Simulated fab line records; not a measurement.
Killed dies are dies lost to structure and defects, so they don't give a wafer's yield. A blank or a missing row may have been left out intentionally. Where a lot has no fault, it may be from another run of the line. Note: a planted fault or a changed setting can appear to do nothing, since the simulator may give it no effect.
The tool behind it: which one? || flow sky130 || 12 lots, 36 wafers sampled, at 1 step of a route of 708

== WHAT EACH GAUGE READ, for each wafer ==
SKY_CAP2M_THK_MEAS_01.
{"lot": "L075", "measured": "day 39 22:11", "on": "film metro-04", "CAP2M_CVD_00_THK (nm)": "15.47 15.39 15.26"}
{"lot": "L078", "measured": "day 40 11:59", "on": "film metro-04", "CAP2M_CVD_00_THK (nm)": "15.41 15.54 15.49"}
{"lot": "L079", "measured": "day 41 00:58", "on": "film metro-04", "CAP2M_CVD_00_THK (nm)": "15.15 15.28 15.32"}
{"lot": "L081", "measured": "day 41 18:44", "on": "film metro-04", "CAP2M_CVD_00_THK (nm)": "15.67 15.81 15.56"}
{"lot": "L082", "measured": "day 42 07:10", "on": "film metro-04", "CAP2M_CVD_00_THK (nm)": "15.31 15.41 15.39"}
{"lot": "L084", "measured": "day 42 21:10", "on": "film metro-02", "CAP2M_CVD_00_THK (nm)": "15.36 15.31 15.62"}
{"lot": "L087", "measured": "day 43 10:05", "on": "film metro-02", "CAP2M_CVD_00_THK (nm)": "15.48 15.63 15.64"}
{"lot": "L089", "measured": "day 44 04:15", "on": "film metro-02", "CAP2M_CVD_00_THK (nm)": "15.41 15.84 15.93"}
{"lot": "L091", "measured": "day 44 10:07", "on": "film metro-02", "CAP2M_CVD_00_THK (nm)": "15.44 15.69 15.70"}
{"lot": "L093", "measured": "day 45 05:22", "on": "film metro-04", "CAP2M_CVD_00_THK (nm)": "15.29 15.70 15.69"}
{"lot": "L095", "measured": "day 45 12:26", "on": "film metro-02", "CAP2M_CVD_00_THK (nm)": "15.01 15.50 15.35"}
{"lot": "L097", "measured": "day 45 19:04", "on": "film metro-04", "CAP2M_CVD_00_THK (nm)": "15.25 15.12 15.45"}

== EACH LOT AND THE TOOL THAT RAN IT (in order: tool; ch and the chambers of the sampled wafers; start) ==
The record holds no process step before these readings.

== THE ANSWER, worked out from the rows above alone ==
Rule: the usual values come from the lots themselves. The widest of any qualifying gaps counts: lots, ordered by their means at a reading, are off when they make up no more than a third of the lots, leave a main group of 4 or more, and stand apart from it by 3 or more times the standard deviation of that group's means. Not used: any main group whose means are identical at the precision the tables above print for the reading. A lot without any number at a reading at which 4 lots or more have one is off too. Any other lot the step has rows for is counted as sound.
Nothing can be told from this: no lot is off at any reading shown.

== WHAT HAD BEEN PUT IN BY THE SIMULATOR ==
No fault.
